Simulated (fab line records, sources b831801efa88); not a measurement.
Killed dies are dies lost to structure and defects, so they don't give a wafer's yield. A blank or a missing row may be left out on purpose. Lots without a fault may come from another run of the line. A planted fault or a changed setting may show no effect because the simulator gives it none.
A struck lot beside a sound one | flow sfq_line | 13 steps out of a route of 325
Sound: wafers L416.2, L416.5, L416.6. Struck: wafers L421.3, L421.4, L421.6. The cause comes at the end.
At each step with rows: each side's tool, then ch and its chambers, then its first start. Under that, the readings that differ: sound wafers | struck wafers | difference of the means | sigmas: that difference in standard deviations of wafers without a fault.
alike: readings whose means differ by less than 2 such deviations, and words and numbers that are the same on both sides. not compared: withheld readings, readings that some wafer has no value for, bounds like >300 that may hide the same value, and numbers for which the record gives no deviation and whose values overlap.
The two part at a step that has a row with sigmas, a row that says differs or no value, or rows on one side only. Numbers that don't overlap but have no deviation are shown without sigmas and don't part them. A reading that every wafer of one side lacks parts them only if that side has two wafers or more.

SFQ_TRILAYER_I0_VIA_BARC_OPEN_VIA_ETCH_046: etches BARC in O2, target depth 125 nm, time 41.7 s.
  sound on rie_diel-03 ch 0,1,2, day 15 02:23; struck on rie_diel-01 ch 0,1,2, day 16 11:50
  alike: drypump_motor_current_A, oes_product_au
  not compared: rf_hours_counter_h
SFQ_TRILAYER_I0_VIA_ETCH_VIA_ETCH_034: etches SiO2 in CHF3, stops on Nb, target depth 260 nm.
  sound on rie_diel-03 ch 0,1,2, day 15 02:26; struck on rie_diel-01 ch 0,1,2, day 16 11:52
  alike: drypump_motor_current_A, oes_product_au
SFQ_TRILAYER_I0_VIA_STRIP_STRIP_035: strips in O2.
  sound on rie_metal-03 ch 0,1, day 15 02:33; struck on rie_metal-03 ch 0,1, day 16 12:11
  alike: drypump_motor_current_A, oes_product_au
  not compared: rf_hours_counter_h
then, 2 steps without rows for these wafers: SFQ_TRILAYER_I0_VIA_STRIP_SOLV_CLEAN_036 (cleans in NMP, time 600 s); SFQ_TRILAYER_M1_DEP_PRE_CLEAN_038 (time 22.5 s).
SFQ_TRILAYER_M1_DEP_SPUTTER_037: material Nb, target thk 200 nm, time 133.3 s.
  sound on pvd_sputter-03, day 15 03:22; struck on pvd_sputter-03, day 16 12:47
  alike: throttle_valve_pct
SFQ_M1_RS_MEAS_909: measures by four-point-probe.
  sound on film_metro-01, day 15 03:29; struck on film_metro-02, day 16 12:55
  alike: M1_NB_RS
then, 4 steps without rows for these wafers: SFQ_TRILAYER_M1_LITHO_COAT_044 (resist thk 62 nm); SFQ_TRILAYER_M1_LITHO_COAT_039 (resist thk 600 nm); SFQ_TRILAYER_M1_LITHO_SOFTBAKE_043; SFQ_TRILAYER_M1_LITHO_EXPOSE_040 (exposes mask M1, target cd 500 nm).
-- the record jumps here: 6 days lie between the struck wafers' starts before and after --
SFQ_TRILAYER_M1_LITHO_PEB_042: peb time 60 s.
  sound on litho_track-02 ch 0, day 21 07:09; struck on litho_track-03, day 22 18:58
  no value came back on the struck wafers for chill_plate_temp_C (C), exhaust_pa (Pa); on the sound wafers chill_plate_temp_C (C) reads 23.06 22.94 22.98
then, 1 step without rows for these wafers: SFQ_TRILAYER_M1_LITHO_DEVELOP_041 (time 60 s).

WHERE THEY PART
Only at SFQ_TRILAYER_M1_LITHO_PEB_042, within this record.

WHY: what the simulator had put in
Skipped step whole: litho_track-03, from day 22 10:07 on, at SFQ_TRILAYER_M1_LITHO_PEB_042. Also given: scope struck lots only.
